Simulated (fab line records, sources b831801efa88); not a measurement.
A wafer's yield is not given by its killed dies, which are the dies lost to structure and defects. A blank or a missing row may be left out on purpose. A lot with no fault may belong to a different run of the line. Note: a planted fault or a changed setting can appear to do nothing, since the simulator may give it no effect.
The tool behind it: which one? :: flow gf180mcu :: 24 lots, 72 wafers sampled, at 6 steps of a route of 602

== WHAT THE GAUGES SHOWED, per wafer ==
GF_V5_RS_MEAS_24: measurement is done with a four-point probe.
lot: L074
measured: day 27 01:53
on: film-metro-02
V5_W_RS (ohm/sq): 0.330 0.328 0.325

lot: L075
measured: day 27 13:53
on: film-metro-04
V5_W_RS (ohm/sq): 0.329 0.327 0.328

lot: L076
measured: day 27 23:01
on: film-metro-02
V5_W_RS (ohm/sq): 0.330 0.330 0.326

lot: L077
measured: day 28 05:05
on: film-metro-04
V5_W_RS (ohm/sq): 0.335 0.332 0.333

lot: L078
measured: day 28 09:47
on: film-metro-02
V5_W_RS (ohm/sq): 0.331 0.332 0.329

lot: L079
measured: day 28 20:50
on: film-metro-02
V5_W_RS (ohm/sq): 0.329 0.326 0.327

lot: L080
measured: day 29 04:16
on: film-metro-03
V5_W_RS (ohm/sq): 0.325 0.327 0.324

lot: L081
measured: day 29 14:34
on: film-metro-04
V5_W_RS (ohm/sq): 0.330 0.328 0.331

lot: L082
measured: day 29 18:40
on: film-metro-03
V5_W_RS (ohm/sq): 0.331 0.331 0.328

lot: L083
measured: day 30 05:45
on: film-metro-04
V5_W_RS (ohm/sq): 0.335 0.335 0.330

lot: L084
measured: day 30 11:28
on: film-metro-04
V5_W_RS (ohm/sq): 0.334 0.336 0.337

lot: L085
measured: day 30 13:56
on: film-metro-02
V5_W_RS (ohm/sq): 0.325 0.326 0.332

lot: L086
measured: day 30 22:08
on: film-metro-02
V5_W_RS (ohm/sq): 0.327 0.327 0.325

lot: L087
measured: day 31 04:26
on: film-metro-02
V5_W_RS (ohm/sq): 0.326 0.332 0.333

lot: L088
measured: day 31 08:15
on: film-metro-04
V5_W_RS (ohm/sq): 0.332 0.330 0.333

lot: L089
measured: day 31 14:38
on: film-metro-02
V5_W_RS (ohm/sq): 0.330 0.328 0.328

lot: L090
measured: day 31 22:38
on: film-metro-02
V5_W_RS (ohm/sq): 0.332 0.332 0.336

lot: L091
measured: day 32 05:28
on: film-metro-02
V5_W_RS (ohm/sq): 0.327 0.331 0.327

lot: L092
measured: day 32 09:11
on: film-metro-04
V5_W_RS (ohm/sq): 0.329 0.335 0.330

lot: L093
measured: day 32 18:34
on: film-metro-02
V5_W_RS (ohm/sq): 0.333 0.325 0.328

lot: L094
measured: day 33 01:02
on: film-metro-02
V5_W_RS (ohm/sq): 0.330 0.327 0.332

lot: L095
measured: day 33 06:14
on: film-metro-02
V5_W_RS (ohm/sq): 0.329 0.331 0.333

lot: L096
measured: day 33 12:34
on: film-metro-02
V5_W_RS (ohm/sq): 0.329 0.333 0.329

lot: L097
measured: day 33 11:53
on: film-metro-04
V5_W_RS (ohm/sq): 0.326 0.331 0.330

== TOOL THAT RAN EACH LOT (tool first, then ch and the chambers of the sampled wafers, then the start) ==
lot: L074
GF_M4_SPUTTER_01: pvd-sputter-02, day 22 07:05
GF_MIM_SPUTTER_01: pvd-sputter-03, day 24 07:44
GF_MIM_CVD_05: pecvd-01 ch 0,1, day 24 07:52
GF_M5_ETCH_09: rie-diel-04 ch 0,2, day 26 03:02
GF_V5_CVD_23: cvd-w-02 ch 0,1, day 27 01:46

lot: L075
GF_M4_SPUTTER_01: pvd-sputter-01, day 22 20:28
GF_MIM_SPUTTER_01: pvd-sputter-04, day 24 20:42
GF_MIM_CVD_05: pecvd-01 ch 0,1,2, day 24 20:49
GF_M5_ETCH_09: rie-diel-04 ch 0,2,3, day 26 15:23
GF_V5_CVD_23: cvd-w-01 ch 0,1, day 27 13:47

lot: L076
GF_M4_SPUTTER_01: pvd-sputter-02, day 23 06:29
GF_MIM_SPUTTER_01: pvd-sputter-03, day 25 05:51
GF_MIM_CVD_05: pecvd-01 ch 0,2, day 25 05:58
GF_M5_ETCH_09: rie-diel-03 ch 0,1,3, day 27 00:38
GF_V5_CVD_23: cvd-w-01 ch 0,1, day 27 22:53

lot: L077
GF_M4_SPUTTER_01: pvd-sputter-01, day 23 14:03
GF_MIM_SPUTTER_01: pvd-sputter-04, day 25 13:05
GF_MIM_CVD_05: pecvd-04 ch 0,1, day 25 13:13
GF_M5_ETCH_09: rie-diel-02 ch 1,2, day 27 07:26
GF_V5_CVD_23: cvd-w-02 ch 0,1, day 28 04:59

lot: L078
GF_M4_SPUTTER_01: pvd-sputter-04, day 23 19:45
GF_MIM_SPUTTER_01: pvd-sputter-03, day 25 18:00
GF_MIM_CVD_05: pecvd-01 ch 0,1,2, day 25 18:07
GF_M5_ETCH_09: rie-diel-04 ch 0,2,3, day 27 11:47
GF_V5_CVD_23: cvd-w-01 ch 0,1, day 28 09:40

lot: L079
GF_M4_SPUTTER_01: pvd-sputter-01, day 24 08:41
GF_MIM_SPUTTER_01: pvd-sputter-04, day 26 06:23
GF_MIM_CVD_05: pecvd-04 ch 0,2, day 26 06:31
GF_M5_ETCH_09: rie-diel-03 ch 1,2, day 27 23:20
GF_V5_CVD_23: cvd-w-01 ch 0,1, day 28 20:43

lot: L080
GF_M4_SPUTTER_01: pvd-sputter-04, day 24 16:08
GF_MIM_SPUTTER_01: pvd-sputter-04, day 26 12:57
GF_MIM_CVD_05: pecvd-02 ch 1,2, day 26 13:04
GF_M5_ETCH_09: rie-diel-03 ch 0,3, day 28 06:38
GF_V5_CVD_23: cvd-w-01 ch 0,1, day 29 04:08

lot: L081
GF_M4_SPUTTER_01: pvd-sputter-02, day 25 03:20
GF_MIM_SPUTTER_01: pvd-sputter-03, day 27 00:19
GF_MIM_CVD_05: pecvd-04 ch 0,1, day 27 00:26
GF_M5_ETCH_09: rie-diel-03 ch 0,2, day 28 16:47
GF_V5_CVD_23: cvd-w-01 ch 0,1, day 29 14:27

lot: L082
GF_M4_SPUTTER_01: pvd-sputter-04, day 25 09:14
GF_MIM_SPUTTER_01: pvd-sputter-04, day 27 05:48
GF_MIM_CVD_05: pecvd-02 ch 1,2, day 27 05:55
GF_M5_ETCH_09: rie-diel-02 ch 0,3, day 28 22:28
GF_V5_CVD_23: cvd-w-02 ch 0,1, day 29 18:34

lot: L083
GF_M4_SPUTTER_01: pvd-sputter-01, day 25 21:15
GF_MIM_SPUTTER_01: pvd-sputter-02, day 27 17:14
GF_MIM_CVD_05: pecvd-04 ch 0,1, day 27 17:21
GF_M5_ETCH_09: rie-diel-03 ch 1,2, day 29 08:17
GF_V5_CVD_23: cvd-w-02 ch 0,1, day 30 05:37

lot: L084
GF_M4_SPUTTER_01: pvd-sputter-02, day 26 02:02
GF_MIM_SPUTTER_01: pvd-sputter-03, day 27 23:09
GF_MIM_CVD_05: pecvd-02 ch 0,1,2, day 27 23:16
GF_M5_ETCH_09: rie-diel-03 ch 0,1,2, day 29 13:41
GF_V5_CVD_23: cvd-w-02 ch 0,1, day 30 11:22

lot: L085
GF_M4_SPUTTER_01: pvd-sputter-01, day 26 07:28
GF_MIM_SPUTTER_01: pvd-sputter-02, day 28 02:41
GF_MIM_CVD_05: pecvd-02 ch 1,2, day 28 02:49
GF_M5_ETCH_09: rie-diel-04 ch 2,3, day 29 17:05
GF_V5_CVD_23: cvd-w-01 ch 0,1, day 30 13:49

lot: L086
GF_M4_SPUTTER_01: pvd-sputter-01, day 26 15:07
GF_MIM_SPUTTER_01: pvd-sputter-04, day 28 11:28
GF_MIM_CVD_05: pecvd-02 ch 1,2, day 28 11:35
GF_M5_ETCH_09: rie-diel-02 ch 0,2,3, day 30 01:41
GF_V5_CVD_23: cvd-w-01 ch 0,1, day 30 22:01

lot: L087
GF_M4_SPUTTER_01: pvd-sputter-04, day 26 21:47
GF_MIM_SPUTTER_01: pvd-sputter-02, day 28 17:06
GF_MIM_CVD_05: pecvd-01 ch 0,1, day 28 17:14
GF_M5_ETCH_09: rie-diel-02 ch 1,2,3, day 30 07:38
GF_V5_CVD_23: cvd-w-02 ch 0,1, day 31 04:18

lot: L088
GF_M4_SPUTTER_01: pvd-sputter-01, day 27 03:31
GF_MIM_SPUTTER_01: pvd-sputter-03, day 28 22:44
GF_MIM_CVD_05: pecvd-01 ch 0,1, day 28 22:51
GF_M5_ETCH_09: rie-diel-04 ch 1,2,3, day 30 11:32
GF_V5_CVD_23: cvd-w-02 ch 0,1, day 31 08:07

lot: L089
GF_M4_SPUTTER_01: pvd-sputter-04, day 27 12:33
GF_MIM_SPUTTER_01: pvd-sputter-04, day 29 06:10
GF_MIM_CVD_05: pecvd-04 ch 0,1, day 29 06:18
GF_M5_ETCH_09: rie-diel-03 ch 1,3, day 30 18:47
GF_V5_CVD_23: cvd-w-01 ch 0,1, day 31 14:32

lot: L090
GF_M4_SPUTTER_01: pvd-sputter-02, day 27 18:45
GF_MIM_SPUTTER_01: pvd-sputter-03, day 29 12:44
GF_MIM_CVD_05: pecvd-02 ch 1,2, day 29 12:52
GF_M5_ETCH_09: rie-diel-04 ch 0,2,3, day 31 02:02
GF_V5_CVD_23: cvd-w-01 ch 0,1, day 31 22:32

lot: L091
GF_M4_SPUTTER_01: pvd-sputter-01, day 28 03:20
GF_MIM_SPUTTER_01: pvd-sputter-02, day 29 21:25
GF_MIM_CVD_05: pecvd-04 ch 1,2, day 29 21:32
GF_M5_ETCH_09: rie-diel-04 ch 1,2,3, day 31 09:32
GF_V5_CVD_23: cvd-w-01 ch 1, day 32 05:14

lot: L092
GF_M4_SPUTTER_01: pvd-sputter-02, day 28 10:02
GF_MIM_SPUTTER_01: pvd-sputter-02, day 30 01:48
GF_MIM_CVD_05: pecvd-04 ch 0,1,2, day 30 01:55
GF_M5_ETCH_09: rie-diel-03 ch 1,2, day 31 13:59
GF_V5_CVD_23: cvd-w-01 ch 0,1, day 32 09:04

lot: L093
GF_M4_SPUTTER_01: pvd-sputter-02, day 28 18:47
GF_MIM_SPUTTER_01: pvd-sputter-03, day 30 12:19
GF_MIM_CVD_05: pecvd-04 ch 0,1,2, day 30 12:27
GF_M5_ETCH_09: rie-diel-02 ch 1,2, day 31 23:20
GF_V5_CVD_23: cvd-w-02 ch 0,1, day 32 18:26

lot: L094
GF_M4_SPUTTER_01: pvd-sputter-04, day 29 01:33
GF_MIM_SPUTTER_01: pvd-sputter-02, day 30 19:44
GF_MIM_CVD_05: pecvd-02 ch 0,1,2, day 30 19:52
GF_M5_ETCH_09: rie-diel-04 ch 1,2, day 32 06:28
GF_V5_CVD_23: cvd-w-02 ch 0,1, day 33 00:56

lot: L095
GF_M4_SPUTTER_01: pvd-sputter-02, day 29 08:00
GF_MIM_SPUTTER_01: pvd-sputter-02, day 31 00:20
GF_MIM_CVD_05: pecvd-04 ch 0,1, day 31 00:28
GF_M5_ETCH_09: rie-diel-02 ch 0,1,3, day 32 11:50
GF_V5_CVD_23: cvd-w-01 ch 0,1, day 33 06:07

lot: L096
GF_M4_SPUTTER_01: pvd-sputter-02, day 29 14:45
GF_MIM_SPUTTER_01: pvd-sputter-02, day 31 07:48
GF_MIM_CVD_05: pecvd-04 ch 0,1, day 31 07:55
GF_M5_ETCH_09: rie-diel-03 ch 0,1,2, day 32 18:29
GF_V5_CVD_23: cvd-w-02 ch 0,1, day 33 12:26

lot: L097
GF_M4_SPUTTER_01: pvd-sputter-02, day 29 16:15
GF_MIM_SPUTTER_01: pvd-sputter-04, day 31 07:35
GF_MIM_CVD_05: pecvd-02 ch 1,2, day 31 07:42
GF_M5_ETCH_09: rie-diel-03 ch 0,2,3, day 32 17:53
GF_V5_CVD_23: cvd-w-01 ch 0,1, day 33 11:46
- GF_M4_SPUTTER_01: material TiN, target thk 30 nm, time 25 s.
- GF_MIM_SPUTTER_01: material TiN, target thk 30 nm, time 25 s.
- GF_MIM_CVD_05: deposits Si3N4, target thk 42 nm, time 29.086 s.
- GF_M5_ETCH_09: etches Si3N4 in CF4/O2, target depth 52 nm, time 11.6 s.
- GF_V5_CVD_23: deposits W, target thk 350 nm, time 104.9 s.

== AS READ BY THE TOOLS THEMSELVES (means over the sampled wafers that have a number; for cases with no such wafer, the mark the record gives instead) ==
GF_M4_SPUTTER_01.
lot: L074
tool: pvd-sputter-02
chamber-pressure-pa (Pa): 0.4000
throttle-valve-pct (%): 29.5

lot: L075
tool: pvd-sputter-01
chamber-pressure-pa (Pa): 0.4004
throttle-valve-pct (%): 30.3

lot: L076
tool: pvd-sputter-02
chamber-pressure-pa (Pa): 0.4008
throttle-valve-pct (%): 29.9

lot: L077
tool: pvd-sputter-01
chamber-pressure-pa (Pa): 0.4001
throttle-valve-pct (%): 30.2

lot: L078
tool: pvd-sputter-04
chamber-pressure-pa (Pa): 0.3991
throttle-valve-pct (%): 30.2

lot: L079
tool: pvd-sputter-01
chamber-pressure-pa (Pa): 0.4000
throttle-valve-pct (%): 29.6

lot: L080
tool: pvd-sputter-04
chamber-pressure-pa (Pa): 0.4004
throttle-valve-pct (%): 28.7

lot: L081
tool: pvd-sputter-02
chamber-pressure-pa (Pa): 0.4000
throttle-valve-pct (%): 30.4

lot: L082
tool: pvd-sputter-04
chamber-pressure-pa (Pa): 0.4004
throttle-valve-pct (%): 30.1

lot: L083
tool: pvd-sputter-01
chamber-pressure-pa (Pa): 0.3995
throttle-valve-pct (%): 30.2

lot: L084
tool: pvd-sputter-02
chamber-pressure-pa (Pa): 0.3992
throttle-valve-pct (%): 29.9

lot: L085
tool: pvd-sputter-01
chamber-pressure-pa (Pa): 0.4000
throttle-valve-pct (%): 30.3

lot: L086
tool: pvd-sputter-01
chamber-pressure-pa (Pa): 0.3999
throttle-valve-pct (%): 30.2

lot: L087
tool: pvd-sputter-04
chamber-pressure-pa (Pa): 0.4002
throttle-valve-pct (%): 30.2

lot: L088
tool: pvd-sputter-01
chamber-pressure-pa (Pa): 0.4009
throttle-valve-pct (%): 30.4

lot: L089
tool: pvd-sputter-04
chamber-pressure-pa (Pa): 0.4004
throttle-valve-pct (%): 29.3

lot: L090
tool: pvd-sputter-02
chamber-pressure-pa (Pa): 0.3997
throttle-valve-pct (%): 30.2

lot: L091
tool: pvd-sputter-01
chamber-pressure-pa (Pa): 0.3995
throttle-valve-pct (%): 30.0

lot: L092
tool: pvd-sputter-02
chamber-pressure-pa (Pa): 0.4002
throttle-valve-pct (%): 30.3

lot: L093
tool: pvd-sputter-02
chamber-pressure-pa (Pa): 0.4008
throttle-valve-pct (%): 30.3

lot: L094
tool: pvd-sputter-04
chamber-pressure-pa (Pa): 0.4006
throttle-valve-pct (%): 30.9

lot: L095
tool: pvd-sputter-02
chamber-pressure-pa (Pa): 0.3998
throttle-valve-pct (%): 30.2

lot: L096
tool: pvd-sputter-02
chamber-pressure-pa (Pa): 0.4003
throttle-valve-pct (%): 30.1

lot: L097
tool: pvd-sputter-02
chamber-pressure-pa (Pa): 0.4007
throttle-valve-pct (%): 29.9

GF_MIM_SPUTTER_01.
lot: L074
tool: pvd-sputter-03
chamber-pressure-pa (Pa): 0.4004
throttle-valve-pct (%): 29.0

lot: L075
tool: pvd-sputter-04
chamber-pressure-pa (Pa): 0.3993
throttle-valve-pct (%): 28.4

lot: L076
tool: pvd-sputter-03
chamber-pressure-pa (Pa): 0.3999
throttle-valve-pct (%): 30.6

lot: L077
tool: pvd-sputter-04
chamber-pressure-pa (Pa): 0.3998
throttle-valve-pct (%): 28.5

lot: L078
tool: pvd-sputter-03
chamber-pressure-pa (Pa): 0.3995
throttle-valve-pct (%): 29.5

lot: L079
tool: pvd-sputter-04
chamber-pressure-pa (Pa): 0.4003
throttle-valve-pct (%): 28.7

lot: L080
tool: pvd-sputter-04
chamber-pressure-pa (Pa): 0.3989
throttle-valve-pct (%): 30.2

lot: L081
tool: pvd-sputter-03
chamber-pressure-pa (Pa): 0.3992
throttle-valve-pct (%): 30.0

lot: L082
tool: pvd-sputter-04
chamber-pressure-pa (Pa): 0.4002
throttle-valve-pct (%): 31.0

lot: L083
tool: pvd-sputter-02
chamber-pressure-pa (Pa): 0.4010
throttle-valve-pct (%): 30.1

lot: L084
tool: pvd-sputter-03
chamber-pressure-pa (Pa): 0.3987
throttle-valve-pct (%): 29.3

lot: L085
tool: pvd-sputter-02
chamber-pressure-pa (Pa): 0.4004
throttle-valve-pct (%): 29.9

lot: L086
tool: pvd-sputter-04
chamber-pressure-pa (Pa): 0.4007
throttle-valve-pct (%): 28.7

lot: L087
tool: pvd-sputter-02
chamber-pressure-pa (Pa): 0.3999
throttle-valve-pct (%): 30.0

lot: L088
tool: pvd-sputter-03
chamber-pressure-pa (Pa): 0.4004
throttle-valve-pct (%): 29.6

lot: L089
tool: pvd-sputter-04
chamber-pressure-pa (Pa): 0.3998
throttle-valve-pct (%): 29.4

lot: L090
tool: pvd-sputter-03
chamber-pressure-pa (Pa): 0.3996
throttle-valve-pct (%): 30.1

lot: L091
tool: pvd-sputter-02
chamber-pressure-pa (Pa): 0.4004
throttle-valve-pct (%): 29.8

lot: L092
tool: pvd-sputter-02
chamber-pressure-pa (Pa): 0.4001
throttle-valve-pct (%): 29.9

lot: L093
tool: pvd-sputter-03
chamber-pressure-pa (Pa): 0.3999
throttle-valve-pct (%): 30.6

lot: L094
tool: pvd-sputter-02
chamber-pressure-pa (Pa): 0.4002
throttle-valve-pct (%): 29.7

lot: L095
tool: pvd-sputter-02
chamber-pressure-pa (Pa): 0.3995
throttle-valve-pct (%): 30.1

lot: L096
tool: pvd-sputter-02
chamber-pressure-pa (Pa): 0.3997
throttle-valve-pct (%): 30.7

lot: L097
tool: pvd-sputter-04
chamber-pressure-pa (Pa): 0.4003
throttle-valve-pct (%): 30.3

GF_MIM_CVD_05.
lot: L074
tool: pecvd-01
heater-power-w (W): 584

lot: L075
tool: pecvd-01
heater-power-w (W): 608

lot: L076
tool: pecvd-01
heater-power-w (W): 593

lot: L077
tool: pecvd-04
heater-power-w (W): 571

lot: L078
tool: pecvd-01
heater-power-w (W): 644

lot: L079
tool: pecvd-04
heater-power-w (W): 541

lot: L080
tool: pecvd-02
heater-power-w (W): 633

lot: L081
tool: pecvd-04
heater-power-w (W): 525

lot: L082
tool: pecvd-02
heater-power-w (W): 722

lot: L083
tool: pecvd-04
heater-power-w (W): 572

lot: L084
tool: pecvd-02
heater-power-w (W): 611

lot: L085
tool: pecvd-02
heater-power-w (W): 656

lot: L086
tool: pecvd-02
heater-power-w (W): 652

lot: L087
tool: pecvd-01
heater-power-w (W): 707

lot: L088
tool: pecvd-01
heater-power-w (W): 624

lot: L089
tool: pecvd-04
heater-power-w (W): 520

lot: L090
tool: pecvd-02
heater-power-w (W): 732

lot: L091
tool: pecvd-04
heater-power-w (W): 553

lot: L092
tool: pecvd-04
heater-power-w (W): 580

lot: L093
tool: pecvd-04
heater-power-w (W): 555

lot: L094
tool: pecvd-02
heater-power-w (W): 616

lot: L095
tool: pecvd-04
heater-power-w (W): 602

lot: L096
tool: pecvd-04
heater-power-w (W): 561

lot: L097
tool: pecvd-02
heater-power-w (W): 677

GF_M5_ETCH_09.
lot: L074
tool: rie-diel-04
bias-w (W): 150.1
cf4-flow-sccm (sccm): 80.13
chamber-pressure-mTorr (mTorr): 150.00
drypump-motor-current-A (A): 5.6
oes-product-au (a.u.): 0.989
throttle-valve-pct (%): 5.969

lot: L075
tool: rie-diel-04
bias-w (W): 149.5
cf4-flow-sccm (sccm): 79.95
chamber-pressure-mTorr (mTorr): 150.10
drypump-motor-current-A (A): 5.9
oes-product-au (a.u.): 1.001
throttle-valve-pct (%): 5.976

lot: L076
tool: rie-diel-03
bias-w (W): 150.0
cf4-flow-sccm (sccm): 79.96
chamber-pressure-mTorr (mTorr): 150.00
drypump-motor-current-A (A): 5.8
oes-product-au (a.u.): 1.002
throttle-valve-pct (%): 5.966

lot: L077
tool: rie-diel-02
bias-w (W): 149.7
cf4-flow-sccm (sccm): 80.05
chamber-pressure-mTorr (mTorr): 149.90
drypump-motor-current-A (A): 5.4
oes-product-au (a.u.): 0.986
throttle-valve-pct (%): 5.968

lot: L078
tool: rie-diel-04
bias-w (W): 149.8
cf4-flow-sccm (sccm): 79.90
chamber-pressure-mTorr (mTorr): 149.96
drypump-motor-current-A (A): 5.9
oes-product-au (a.u.): 0.998
throttle-valve-pct (%): 5.971

lot: L079
tool: rie-diel-03
bias-w (W): 150.1
cf4-flow-sccm (sccm): 79.85
chamber-pressure-mTorr (mTorr): 150.02
drypump-motor-current-A (A): 5.8
oes-product-au (a.u.): 1.001
throttle-valve-pct (%): 5.961

lot: L080
tool: rie-diel-03
bias-w (W): 150.1
cf4-flow-sccm (sccm): 79.86
chamber-pressure-mTorr (mTorr): 150.00
drypump-motor-current-A (A): 6.1
oes-product-au (a.u.): 0.995
throttle-valve-pct (%): 5.972

lot: L081
tool: rie-diel-03
bias-w (W): 149.9
cf4-flow-sccm (sccm): 80.05
chamber-pressure-mTorr (mTorr): 149.94
drypump-motor-current-A (A): 6.1
oes-product-au (a.u.): 1.002
throttle-valve-pct (%): 5.974

lot: L082
tool: rie-diel-02
bias-w (W): 149.9
cf4-flow-sccm (sccm): 79.92
chamber-pressure-mTorr (mTorr): 149.99
drypump-motor-current-A (A): 5.2
oes-product-au (a.u.): 0.996
throttle-valve-pct (%): 5.967

lot: L083
tool: rie-diel-03
bias-w (W): 150.2
cf4-flow-sccm (sccm): 79.99
chamber-pressure-mTorr (mTorr): 149.97
drypump-motor-current-A (A): 5.5
oes-product-au (a.u.): 1.007
throttle-valve-pct (%): 5.976

lot: L084
tool: rie-diel-03
bias-w (W): 149.6
cf4-flow-sccm (sccm): 80.04
chamber-pressure-mTorr (mTorr): 149.98
drypump-motor-current-A (A): 5.8
oes-product-au (a.u.): 0.999
throttle-valve-pct (%): 5.973

lot: L085
tool: rie-diel-04
bias-w (W): 150.0
cf4-flow-sccm (sccm): 79.78
chamber-pressure-mTorr (mTorr): 150.05
drypump-motor-current-A (A): 6.2
oes-product-au (a.u.): 1.001
throttle-valve-pct (%): 5.966

lot: L086
tool: rie-diel-02
bias-w (W): 149.5
cf4-flow-sccm (sccm): 79.96
chamber-pressure-mTorr (mTorr): 150.12
drypump-motor-current-A (A): 5.2
oes-product-au (a.u.): 0.996
throttle-valve-pct (%): 5.965

lot: L087
tool: rie-diel-02
bias-w (W): 150.0
cf4-flow-sccm (sccm): 79.96
chamber-pressure-mTorr (mTorr): 150.05
drypump-motor-current-A (A): 5.3
oes-product-au (a.u.): 0.995
throttle-valve-pct (%): 5.957

lot: L088
tool: rie-diel-04
bias-w (W): 149.8
cf4-flow-sccm (sccm): 79.79
chamber-pressure-mTorr (mTorr): 149.94
drypump-motor-current-A (A): 6.0
oes-product-au (a.u.): 0.999
throttle-valve-pct (%): 5.975

lot: L089
tool: rie-diel-03
bias-w (W): 149.8
cf4-flow-sccm (sccm): 79.91
chamber-pressure-mTorr (mTorr): 150.12
drypump-motor-current-A (A): 5.8
oes-product-au (a.u.): 0.999
throttle-valve-pct (%): 5.972

lot: L090
tool: rie-diel-04
bias-w (W): 150.2
cf4-flow-sccm (sccm): 79.89
chamber-pressure-mTorr (mTorr): 150.01
drypump-motor-current-A (A): 5.9
oes-product-au (a.u.): 0.996
throttle-valve-pct (%): 5.965

lot: L091
tool: rie-diel-04
bias-w (W): 149.7
cf4-flow-sccm (sccm): 80.16
chamber-pressure-mTorr (mTorr): 149.99
drypump-motor-current-A (A): 6.0
oes-product-au (a.u.): 0.998
throttle-valve-pct (%): 5.966

lot: L092
tool: rie-diel-03
bias-w (W): 149.9
cf4-flow-sccm (sccm): 80.13
chamber-pressure-mTorr (mTorr): 150.04
drypump-motor-current-A (A): 5.8
oes-product-au (a.u.): 0.998
throttle-valve-pct (%): 5.977

lot: L093
tool: rie-diel-02
bias-w (W): 149.6
cf4-flow-sccm (sccm): 80.08
chamber-pressure-mTorr (mTorr): 149.97
drypump-motor-current-A (A): 5.6
oes-product-au (a.u.): 0.996
throttle-valve-pct (%): 5.968

lot: L094
tool: rie-diel-04
bias-w (W): 149.6
cf4-flow-sccm (sccm): 79.86
chamber-pressure-mTorr (mTorr): 150.09
drypump-motor-current-A (A): 5.7
oes-product-au (a.u.): 0.992
throttle-valve-pct (%): 5.976

lot: L095
tool: rie-diel-02
bias-w (W): 149.5
cf4-flow-sccm (sccm): 79.92
chamber-pressure-mTorr (mTorr): 150.17
drypump-motor-current-A (A): 5.5
oes-product-au (a.u.): 1.000
throttle-valve-pct (%): 5.969

lot: L096
tool: rie-diel-03
bias-w (W): 150.0
cf4-flow-sccm (sccm): 79.87
chamber-pressure-mTorr (mTorr): 149.85
drypump-motor-current-A (A): 5.8
oes-product-au (a.u.): 0.999
throttle-valve-pct (%): 5.965

lot: L097
tool: rie-diel-03
bias-w (W): 150.7
cf4-flow-sccm (sccm): 80.12
chamber-pressure-mTorr (mTorr): 150.18
drypump-motor-current-A (A): 6.1
oes-product-au (a.u.): 1.000
throttle-valve-pct (%): 5.962

GF_V5_CVD_23.
lot: L074
tool: cvd-w-02
heater-power-w (W): 859

lot: L075
tool: cvd-w-01
heater-power-w (W): 891

lot: L076
tool: cvd-w-01
heater-power-w (W): 869

lot: L077
tool: cvd-w-02
heater-power-w (W): 868

lot: L078
tool: cvd-w-01
heater-power-w (W): 897

lot: L079
tool: cvd-w-01
heater-power-w (W): 894

lot: L080
tool: cvd-w-01
heater-power-w (W): 893

lot: L081
tool: cvd-w-01
heater-power-w (W): 887

lot: L082
tool: cvd-w-02
heater-power-w (W): 834

lot: L083
tool: cvd-w-02
heater-power-w (W): 832

lot: L084
tool: cvd-w-02
heater-power-w (W): 839

lot: L085
tool: cvd-w-01
heater-power-w (W): 908

lot: L086
tool: cvd-w-01
heater-power-w (W): 887

lot: L087
tool: cvd-w-02
heater-power-w (W): 840

lot: L088
tool: cvd-w-02
heater-power-w (W): 860

lot: L089
tool: cvd-w-01
heater-power-w (W): 902

lot: L090
tool: cvd-w-01
heater-power-w (W): 895

lot: L091
tool: cvd-w-01
heater-power-w (W): 897

lot: L092
tool: cvd-w-01
heater-power-w (W): 880

lot: L093
tool: cvd-w-02
heater-power-w (W): 859

lot: L094
tool: cvd-w-02
heater-power-w (W): 838

lot: L095
tool: cvd-w-01
heater-power-w (W): 884

lot: L096
tool: cvd-w-02
heater-power-w (W): 842

lot: L097
tool: cvd-w-01
heater-power-w (W): 875

== THE ANSWER, worked out from the rows above alone ==
Rule: what is usual is taken from the lots themselves. Put in order of their means at a reading, lots are off if they are a third of the lots or fewer, leave a main group of 4 or more, and stand apart from it by a gap of 3 or more times the standard deviation of the main group's means; of several such gaps the widest counts. A main group is skipped when, at the precision printed for the reading in the tables above, its means are all equal. Also off: a lot with no number at a reading for which 4 or more lots have one. Where the step has rows for the other lots, those lots are counted as sound. The gauges are gone through in route order, then the tools' own readings, and for those a lot's mean is taken as printed above. At the first step where some lot is off, the reading lying furthest off is the one used; lots without a number count as furthest.
None of the lots is off at any reading shown; this tells nothing.

== WHAT WAS PUT IN BY THE SIMULATOR ==
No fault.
